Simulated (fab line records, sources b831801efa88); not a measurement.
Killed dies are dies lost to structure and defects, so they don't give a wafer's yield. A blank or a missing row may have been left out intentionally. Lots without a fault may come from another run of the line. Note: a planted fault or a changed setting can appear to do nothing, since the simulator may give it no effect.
fab line records ; flow sfq-line
[record] lots = 7; wafers = 21; last-day = 82
route steps=325 shown INCOMING@1 L0@3
lots untouched by any fault: they come from a run of this same line in which no faults occurred
start-h: start of the lot's first displayed wafer, in hours after the record's first day ; wait-h: hours since the lot's step before ; " as in the row above ; L1.1+2: a row that stands for several wafers ; - no value, or no start given ; * or withheld: withheld ; < > ~ a bound
route shown NAME@n: NAME is a module with steps in the file, n the number in the route of the first one ; usual: mean/standard deviation taken from wafers without a fault ; same: alike in all rows ; chamber/n: place in a boat ; sites: per-site readings ; _std_site: the values' standard deviation ; _edge_site: mean of outer sites minus mean of inner sites ; radius-mm: for every site, how far away it sits from the centre of the wafer ; mask NAME#n: copy n ; behind: the last tool/chamber to shape the wafer ; hold: why the lot went on hold/how many hours it stayed there/how the hold came to an end ; device: names the non-switching transistor (n, p or np) ; end of line: the same wafers' tests at the end of the route ; a step without rows: its recipe alone ; killed: dies that structure and defects cost at the first sort, which is not the same as the wafer's yield ; map: a wafer's dies, marking killed ones x, the rest . and places with no die _
set.NAME: the setting that was run; set.NAME@STEP: the one run at that earlier step ; model.NAME: the simulator's own value behind a step, which no gauge read
certain route steps with their lots: each step a table, each wafer a row
services: a tool's chamber out of use, with start hour (start-h, from the record's first day; less than 0 if before it), hours out, and reason
[[steps]]
[step SFQ_INCOMING_BOW_MEAS_900]
[recipe] mode = bow
[usual] INCOMING_BOW = 0/6.1
lot.wafer;tool;chamber;start-h;wait-h;INCOMING_BOW[um]
L545.3;film-metro-03;-;10.04;-;-5
L545.4;film-metro-03;-;10.04;-;-5
L545.5;film-metro-03;-;10.04;-;-7
L546.1;film-metro-02;-;15.00;-;7
L546.5;film-metro-02;-;15.00;-;-8
L546.6;film-metro-02;-;15.00;-;2
L548.1;film-metro-02;-;25.00;-;9
L548.4;film-metro-02;-;25.00;-;3
L548.6;film-metro-02;-;25.00;-;-7
L551.1;film-metro-02;-;40.00;-;3
L551.4;film-metro-02;-;40.00;-;3
L551.5;film-metro-02;-;40.00;-;2
L552.3;film-metro-02;-;45.04;-;-5
L552.4;film-metro-02;-;45.04;-;14
L552.6;film-metro-02;-;45.04;-;-4
L553.2;film-metro-04;-;50.02;-;-5
L553.5;film-metro-04;-;50.02;-;-4
L553.6;film-metro-04;-;50.02;-;1
L554.1;film-metro-02;-;55.00;-;5
L554.3;film-metro-02;-;55.00;-;2
L554.5;film-metro-02;-;55.00;-;-6
[step SFQ_TRILAYER_INCOMING_OXIDATION_002]
[recipe] temp-c = 1000; ambient = H2O; target-thk-a = 5000; p-h2o-torr = 720; ox-time-s = 4939
[step SFQ_TRILAYER_L0_DEP_SPUTTER_003]
[recipe] material = MoNx_KI; base-pressure-pa = 1.33e-06; target-thk-nm = 40; power-w = 800; time-s = 100; chamber-pressure-pa = 0.4
[usual] throttle-valve-pct = 30.2/1.4
[same] time-s = 100
lot.wafer;tool;chamber;start-h;wait-h;throttle-valve-pct
L545.3;pvd-sputter-04;-;12.49;0.0;32.4
L545.4;pvd-sputter-04;-;12.49;0.0;32.0
L545.5;pvd-sputter-04;-;12.49;0.0;28.5
L546.1;pvd-sputter-04;-;17.49;0.0;28.3
L546.5;pvd-sputter-04;-;17.49;0.0;31.9
L546.6;pvd-sputter-04;-;17.49;0.0;29.7
L548.1;pvd-sputter-04;-;27.49;0.0;31.8
L548.4;pvd-sputter-04;-;27.49;0.0;29.9
L548.6;pvd-sputter-04;-;27.49;0.0;32.0
L551.1;pvd-sputter-06;-;42.49;0.0;27.8
L551.4;pvd-sputter-06;-;42.49;0.0;28.9
L551.5;pvd-sputter-06;-;42.49;0.0;31.0
L552.3;pvd-sputter-04;-;47.49;0.0;31.6
L552.4;pvd-sputter-04;-;47.49;0.0;29.8
L552.6;pvd-sputter-04;-;47.49;0.0;29.9
L553.2;pvd-sputter-04;-;52.49;0.0;28.5
L553.5;pvd-sputter-04;-;52.49;0.0;32.2
L553.6;pvd-sputter-04;-;52.49;0.0;31.9
L554.1;pvd-sputter-06;-;57.49;0.0;27.7
L554.3;pvd-sputter-06;-;57.49;0.0;30.7
L554.5;pvd-sputter-06;-;57.49;0.0;29.0
[step SFQ_L0_RS_MEAS_901]
[recipe] thk-meas-gauge = four-point-probe; reads = MoNx_KI_of_TRILAYER_L0_DEP_SPUTTER_003
[usual] L0_MONX_KI_RS = 43.6/0.51
lot.wafer;tool;chamber;start-h;wait-h;L0_MONX_KI_RS[ohm/sq]
L545.3;film-metro-02;-;12.60;0.1;42.8
L545.4;film-metro-02;-;12.60;0.1;43.0
L545.5;film-metro-02;-;12.60;0.1;42.9
L546.1;film-metro-02;-;17.56;0.0;43.7
L546.5;film-metro-02;-;17.56;0.0;43.9
L546.6;film-metro-02;-;17.56;0.0;44.4
L548.1;film-metro-02;-;27.56;0.0;43.6
L548.4;film-metro-02;-;27.56;0.0;43.9
L548.6;film-metro-02;-;27.56;0.0;44.0
L551.1;film-metro-04;-;42.56;0.0;43.4
L551.4;film-metro-04;-;42.56;0.0;43.6
L551.5;film-metro-04;-;42.56;0.0;44.2
L552.3;film-metro-02;-;47.60;0.1;44.2
L552.4;film-metro-02;-;47.60;0.1;44.1
L552.6;film-metro-02;-;47.60;0.1;44.1
L553.2;film-metro-02;-;52.58;0.1;44.0
L553.5;film-metro-02;-;52.58;0.1;44.3
L553.6;film-metro-02;-;52.58;0.1;44.2
L554.1;film-metro-02;-;57.56;0.0;43.2
L554.3;film-metro-02;-;57.56;0.0;43.9
L554.5;film-metro-02;-;57.56;0.0;43.6
[step SFQ_L0_THK_MEAS_902]
[recipe] thk-meas-gauge = xrf; reads = MoNx_KI_of_TRILAYER_L0_DEP_SPUTTER_003
[usual] L0_MONX_KI_THK = 40.1/0.49
lot.wafer;tool;chamber;start-h;wait-h;L0_MONX_KI_THK[nm]
L545.3;film-metro-02;-;12.70;0.1;40.6
L545.4;film-metro-02;-;12.70;0.1;40.7
L545.5;film-metro-02;-;12.70;0.1;40.9
L546.1;film-metro-02;-;17.68;0.1;40.1
L546.5;film-metro-02;-;17.68;0.1;40.1
L546.6;film-metro-02;-;17.68;0.1;39.4
L548.1;film-metro-02;-;27.68;0.1;39.9
L548.4;film-metro-02;-;27.68;0.1;39.8
L548.6;film-metro-02;-;27.68;0.1;39.8
L551.1;film-metro-04;-;42.68;0.1;40.2
L551.4;film-metro-04;-;42.68;0.1;39.9
L551.5;film-metro-04;-;42.68;0.1;39.7
L552.3;film-metro-02;-;47.70;0.1;39.6
L552.4;film-metro-02;-;47.70;0.1;39.7
L552.6;film-metro-02;-;47.70;0.1;39.9
L553.2;film-metro-02;-;52.69;0.1;39.9
L553.5;film-metro-02;-;52.69;0.1;39.6
L553.6;film-metro-02;-;52.69;0.1;39.6
L554.1;film-metro-02;-;57.68;0.1;40.7
L554.3;film-metro-02;-;57.68;0.1;40.2
L554.5;film-metro-02;-;57.68;0.1;40.3
[step SFQ_TRILAYER_L0_LITHO_COAT_010]
[recipe] resist = BARC; spin-rpm = 3000; resist-thk-nm = 62
[step SFQ_TRILAYER_L0_LITHO_COAT_005]
[recipe] resist = KrF; spin-rpm = 3000; resist-thk-nm = 600
[step SFQ_TRILAYER_L0_LITHO_SOFTBAKE_009]
[recipe] temp-c = withheld; time-s = withheld; resist = KrF
[step SFQ_TRILAYER_L0_LITHO_EXPOSE_006]
[recipe] mask-id = L0; na = 0.6; source-shape = conventional; sigma-outer = 0.65; target-cd-nm = 2000; dose-mj = 14.4
[step SFQ_TRILAYER_L0_LITHO_PEB_008]
[recipe] peb-temp-c = 115; peb-time-s = 60; resist = KrF
[step SFQ_TRILAYER_L0_LITHO_DEVELOP_007]
[recipe] time-s = 60; resist = KrF
[step SFQ_TRILAYER_L0_BARC_OPEN_METAL_ETCH_010]
[recipe] mask-material = PR; chemistry = O2; target-depth-nm = 125; target = BARC; icp-w = 600; bias-w = 80; pressure-mtorr = 10; time-s = 41.7
[usual] drypump-motor-current-A = 5.7/0.49; oes-product-au = 0.685/0.0048; run-length-s = 69.8/0.93; time-s = 41.7/0
lot.wafer;tool;chamber;start-h;wait-h;drypump-motor-current-A;oes-product-au;rf-hours-counter-h;run-length-s;time-s;model.KrF_of_TRILAYER_L0_LITHO_COAT_005.thk-nm
L545.3;rie-metal-03;0;76.99;0.1;5.1;0.685;-;69.8;41.7;525
L545.4;rie-metal-03;1;76.99;0.1;5.9;0.685;-;69.6;41.7;526.1
L545.5;rie-metal-03;1;76.99;0.1;5.9;0.683;-;69.0;41.7;526.1
L546.1;rie-metal-02;0;82.97;0.1;6.7;0.686;148;69.1;41.7;526.5
L546.5;rie-metal-02;0;82.97;0.1;6.7;0.687;-;69.0;41.7;523.7
L546.6;rie-metal-02;1;82.97;0.1;5.4;0.679;-;70.9;41.7;524.9
L548.1;rie-metal-04;1;95.72;0.1;5.5;0.690;79;69.7;41.7;521.8
L548.4;rie-metal-04;1;95.72;0.1;5.5;0.679;-;69.6;41.7;522.8
L548.6;rie-metal-04;0;95.72;0.1;5.8;0.686;-;69.4;41.7;522.7
L551.1;rie-metal-03;0;118.52;0.1;5.1;0.678;36;70.2;41.7;521.6
L551.4;rie-metal-03;0;118.52;0.1;5.1;0.695;-;69.8;41.7;523.1
L551.5;rie-metal-03;0;118.52;0.1;5.2;0.676;-;69.9;41.7;522
L552.3;rie-metal-04;1;123.43;0.1;5.4;0.809;-;60.1;29.19;542.1
L552.4;rie-metal-04;0;123.43;0.1;5.8;0.818;-;60.1;29.19;540.8
L552.6;rie-metal-04;0;123.43;0.1;5.8;0.825;-;60.0;29.19;541
L553.2;rie-metal-04;1;126.92;0.1;5.5;0.806;86;60.0;29.19;535.5
L553.5;rie-metal-04;1;126.92;0.1;5.5;0.816;-;59.7;29.19;535.8
L553.6;rie-metal-04;0;126.92;0.1;5.8;0.818;-;60.2;29.19;534.3
L554.1;rie-metal-03;0;131.72;0.1;5.1;0.826;40;60.2;29.19;540.4
L554.3;rie-metal-03;0;131.72;0.1;5.1;0.812;-;60.3;29.19;538.5
L554.5;rie-metal-03;0;131.72;0.1;5.1;0.816;-;60.4;29.19;538.5
[step SFQ_TRILAYER_L0_ETCH_METAL_ETCH_008]
[recipe] target = MoNx_KI; stop-on = SiO2; mask-material = PR; chemistry = SF6/O2; target-depth-nm = 50; icp-w = 615.5; bias-w = 80; pressure-mtorr = 10; time-s = 25
[usual] drypump-motor-current-A = 5.7/0.49; oes-product-au = 0.873/0.0071; run-length-s = 53.2/0.91; time-s = 25/0
lot.wafer;tool;chamber;start-h;wait-h;drypump-motor-current-A;oes-product-au;rf-hours-counter-h;run-length-s;time-s;model.KrF_of_TRILAYER_L0_LITHO_COAT_005.thk-nm
L545.3;rie-metal-03;0;77.05;0.0;5.1;0.878;-;53.4;25;482.8
L545.4;rie-metal-03;1;77.05;0.0;6.0;0.869;-;52.5;25;484.5
L545.5;rie-metal-03;1;77.05;0.0;6.0;0.882;-;52.4;25;484.4
L546.1;rie-metal-02;0;83.03;0.0;6.6;0.874;149;52.6;25;485
L546.5;rie-metal-02;0;83.03;0.0;6.7;0.875;-;52.3;25;482.5
L546.6;rie-metal-02;1;83.03;0.0;5.4;0.869;-;53.9;25;483.7
L548.1;rie-metal-04;1;95.78;0.0;5.5;0.868;79;53.0;25;478.7
L548.4;rie-metal-04;1;95.78;0.0;5.5;0.871;-;52.7;25;479.9
L548.6;rie-metal-04;0;95.78;0.0;5.8;0.862;-;53.1;25;479.6
L551.1;rie-metal-03;0;118.64;0.1;5.2;0.868;36;53.6;25;479.4
L551.4;rie-metal-03;0;118.64;0.1;5.2;0.871;-;53.2;25;481.3
L551.5;rie-metal-03;0;118.64;0.1;5.1;0.859;-;53.3;25;480.1
L552.3;rie-metal-04;1;123.48;0.0;5.5;0.858;-;53.1;25;499.9
L552.4;rie-metal-04;0;123.48;0.0;5.8;0.869;-;53.1;25;498.5
L552.6;rie-metal-04;0;123.48;0.0;5.8;0.861;-;53.0;25;498.5
L553.2;rie-metal-04;1;126.98;0.0;5.5;0.865;86;52.7;25;493.3
L553.5;rie-metal-04;1;126.98;0.0;5.5;0.868;-;53.0;25;493
L553.6;rie-metal-04;0;126.98;0.0;5.8;0.869;-;53.1;25;491.5
L554.1;rie-metal-03;0;131.84;0.1;5.1;0.884;40;53.0;25;498.8
L554.3;rie-metal-03;0;131.84;0.1;5.1;0.871;-;53.2;25;497.2
L554.5;rie-metal-03;0;131.84;0.1;5.2;0.876;-;53.2;25;496.8
[step SFQ_TRILAYER_L0_STRIP_STRIP_009]
[recipe] gas = O2; power-w = 200; platen-temp-c = 40; overash-fraction = 0.65; chemistry = O2; pressure-mtorr = 51.68
[usual] drypump-motor-current-A = 5.7/0.49; oes-product-au = 0.993/0.0075
lot.wafer;tool;chamber;start-h;wait-h;drypump-motor-current-A;oes-product-au;rf-hours-counter-h
L545.3;rie-metal-03;0;77.28;0.2;5.1;1.000;-
L545.4;rie-metal-03;1;77.28;0.2;6.0;0.995;-
L545.5;rie-metal-03;1;77.28;0.2;6.0;0.985;-
L546.1;rie-metal-02;0;83.08;0.0;6.7;0.977;149
L546.5;rie-metal-02;0;83.08;0.0;6.7;0.996;-
L546.6;rie-metal-02;1;83.08;0.0;5.4;0.988;-
L548.1;rie-metal-04;1;95.83;0.0;5.5;1.001;79
L548.4;rie-metal-04;1;95.83;0.0;5.5;1.003;-
L548.6;rie-metal-04;0;95.83;0.0;5.8;0.995;-
L551.1;rie-metal-03;0;118.74;0.1;5.2;0.990;36
L551.4;rie-metal-03;0;118.74;0.1;5.1;0.985;-
L551.5;rie-metal-03;0;118.74;0.1;5.2;0.984;-
L552.3;rie-metal-04;1;123.71;0.2;5.5;0.993;-
L552.4;rie-metal-04;0;123.71;0.2;5.8;0.996;-
L552.6;rie-metal-04;0;123.71;0.2;5.8;0.989;-
L553.2;rie-metal-04;1;127.03;0.0;5.5;0.981;86
L553.5;rie-metal-04;1;127.03;0.0;5.5;0.985;-
L553.6;rie-metal-04;0;127.03;0.0;5.8;1.003;-
L554.1;rie-metal-03;0;131.94;0.1;5.2;0.988;40
L554.3;rie-metal-03;0;131.94;0.1;5.2;0.981;-
L554.5;rie-metal-03;0;131.94;0.1;5.2;0.987;-
[[services]]
tool;chamber;start-h;hours;kind
rie-metal-02;-;-6.24;2.8;pm
rie-metal-02;0;8.15;5.0;repair
pvd-sputter-06;2;16.61;-;consumable-replace:kit
pvd-sputter-06;2;16.61;18.0;scheduled-down
pvd-sputter-06;2;16.61;18.0;vent-cycle
rie-metal-03;-;86.53;2.8;pm
rie-metal-03;1;113.25;-;clean
rie-metal-03;1;113.25;-;consumable-replace:focus-ring
rie-metal-03;1;113.25;31.0;scheduled-down
rie-metal-03;1;113.25;31.0;vent-cycle
pvd-sputter-06;-;118.15;2.2;repair
rie-metal-02;-;119.94;0.5;repair
rie-metal-02;-;121.34;2.1;repair
[[key]]
[first-sign] step = SFQ_TRILAYER_L0_BARC_OPEN_METAL_ETCH_010; reading = time-s; direction = down; sigmas = 99+; usual = *; struck = *
[effect] step = SFQ_TRILAYER_L0_BARC_OPEN_METAL_ETCH_010; reading = oes-product-au; direction = up; sigmas = 28; usual = 0.685; struck = 0.816
[model-effect] step = SFQ_TRILAYER_L0_BARC_OPEN_METAL_ETCH_010; value = KrF_of_TRILAYER_L0_LITHO_COAT_005.thk-nm; without = 523.2; struck = 538.5
[model-effect] step = SFQ_TRILAYER_L0_ETCH_METAL_ETCH_008; value = KrF_of_TRILAYER_L0_LITHO_COAT_005.thk-nm; without = 481; struck = 496.4
met-at SFQ_TRILAYER_L0_BARC_OPEN_METAL_ETCH_010
struck-wafers L552.3,L552.4,L552.6,L553.2,L553.5,L553.6,L554.1,L554.3,L554.5
onset-between 118.52 123.43
[fault] kind = recipe-version-skew; tool = rie-metal-02,rie-metal-03,rie-metal-04; chamber = -; onset-h = 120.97; steps = SFQ_TRILAYER_L0_BARC_OPEN_METAL_ETCH_010; wrong-recipe.time-s = *
